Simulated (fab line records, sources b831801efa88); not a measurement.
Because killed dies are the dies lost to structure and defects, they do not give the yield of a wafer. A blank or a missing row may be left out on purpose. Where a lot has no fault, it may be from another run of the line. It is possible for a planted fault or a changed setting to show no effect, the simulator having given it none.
A struck lot beside a sound one    flow gf180mcu    18 steps out of a route of 602
Sound: these wafers, L552.1, L552.5, L552.6. Wafers struck: L558.1, L558.2, L558.3. At the end, the cause is stated.
Order at every step that has rows: each side's tool, ch and its chambers, its first start. Under that, the readings that differ: sound wafers    struck wafers    difference of the means    sigmas: that difference in standard deviations of wafers without a fault.
alike: words and numbers the same on both sides, and readings whose means are apart by under 2 such deviations; not compared: readings that were withheld, readings missing a value for some wafer, numbers with overlapping values and no deviation given by the record, and bounds like >300 which may hide the same value.
Wherever a step has rows on one side only, a row that says differs or no value, or a row with sigmas, the two part there. When numbers do not overlap yet have no deviation, they are printed without sigmas and do not part them. A reading that every wafer of one side lacks parts them only if that side has two wafers or more.

first, 3 steps without rows for these wafers: GF_V3_EXPOSE_11 (exposes mask Via3, target cd 260 nm); GF_V3_PEB_12 (peb time 90 s); GF_V3_DEVELOP_13 (develop time 60 s).
GF_V3_CD_MEAS_14 targets a cd of 260 nm.
  sound on cdSem-02 at day 24 07:29; struck on cdSem-02 at day 25 23:24
  alike: cdNm
GF_V3_OVL_MEAS_15:
  sound on overlay-02 at day 24 07:36; struck on overlay-02 at day 25 23:31
  alike: V3_OVL
GF_V3_ETCH_16: etches BARC in N2/H2.
  sound on rieDiel-01 ch 1,2, day 24 07:38; struck on rieDiel-02 ch 0,1,3, day 25 23:34
  alike: drypumpMotorCurrentA, oesProductAu, throttleValvePct
GF_V3_ETCH_17: etches SiO2 in C4F8/O2/Ar, stops on TiN, target depth 635 nm.
  sound on rieDiel-01 ch 1,2; struck on rieDiel-02 ch 0,1,3
  alike: oesProductAu
GF_V3_STRIP_18: strips in O2/N2.
  sound on plasmaAsher-01 ch 0,1, day 24 07:46; struck on plasmaAsher-03 ch 0,1, day 25 23:41
  alike: drypumpMotorCurrentA, heaterPowerW, oesProductAu
  not compared: rfHoursCounterH
then, 2 steps without rows for these wafers: GF_V3_STRIP_19 (strips in post etch residue remover, time 1200 s); GF_V3_CLEAN_20 (cleans in DIW).
GF_V3_SPUTTER_21: material Ti, target thk 15 nm, time 80.02 s.
  sound on pvdSputter-04 at day 24 08:24; struck on pvdSputter-02 at day 26 00:13
  alike: throttleValvePct
GF_V3_SPUTTER_22: material TiN, target thk 10 nm, time 40 s.
  sound on pvdSputter-04 at day 24 08:28; struck on pvdSputter-02 at day 26 00:17
  alike: throttleValvePct
GF_V3_CVD_23: deposits W, target thk 350 nm, time 104.9 s.
  sound on cvdW-01 ch 0,1, day 24 08:30; struck on cvdW-02 ch 0,1, day 26 00:19
reading                          sound                 struck                difference  sigmas
heaterPowerW (W)                 826 835 827           926 925 947           +103        +3
susceptorTempC (C)               399.46 399.62 400.36  407.95 407.64 408.16  +8.10       +35
model.W_of_V3_CVD_23.thkNm (nm)  350.2 346.8 352       402.4 405 403.6       +54.0       
GF_V3_RS_MEAS_24: measurement is done with a four-point probe.
  sound on filmMetro-04 at day 24 08:37; struck on filmMetro-04 at day 26 00:26
reading           sound                 struck                difference  sigmas
V3_W_RS (ohm/sq)  0.3272 0.3300 0.3259  0.2834 0.2817 0.2833  -0.0449     -15
GF_V3_THK_MEAS_25: measures by xrf.
  sound on filmMetro-04 at day 24 08:44; struck on filmMetro-04 at day 26 00:33
reading        sound        struck       difference  sigmas
V3_W_THK (nm)  348 346 354  404 407 409  +57         +15
GF_V3_CMP_26: polishes, stops on SiO2, t overpolish 15 s, target thk 0 nm.
  sound on cmp-02 ch 1,2,3, day 24 08:53; struck on cmp-02 ch 0,2,3, day 26 00:37
reading              sound     struck     difference  sigmas
timeToEndpointS (s)  88 78 82  91 102 94  +13         +3
  alike: headPressurePsi, motorCurrentA
then, 1 step without rows for these wafers: GF_M4_SPUTTER_00 (material Ti, target thk 37.5 nm, time 150 s).
GF_PASSIVATION_PROBE_99:
  the record holds rows for the sound wafers here (prober-01, day 30 14:14) but none for the struck ones

== WHERE THEY PART ==
First at GF_V3_CVD_23; last, within this record, at GF_PASSIVATION_PROBE_99.

WHY: whatever the simulator had introduced
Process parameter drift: cvdW-02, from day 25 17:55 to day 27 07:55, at GF_V3_CVD_23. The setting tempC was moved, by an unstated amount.
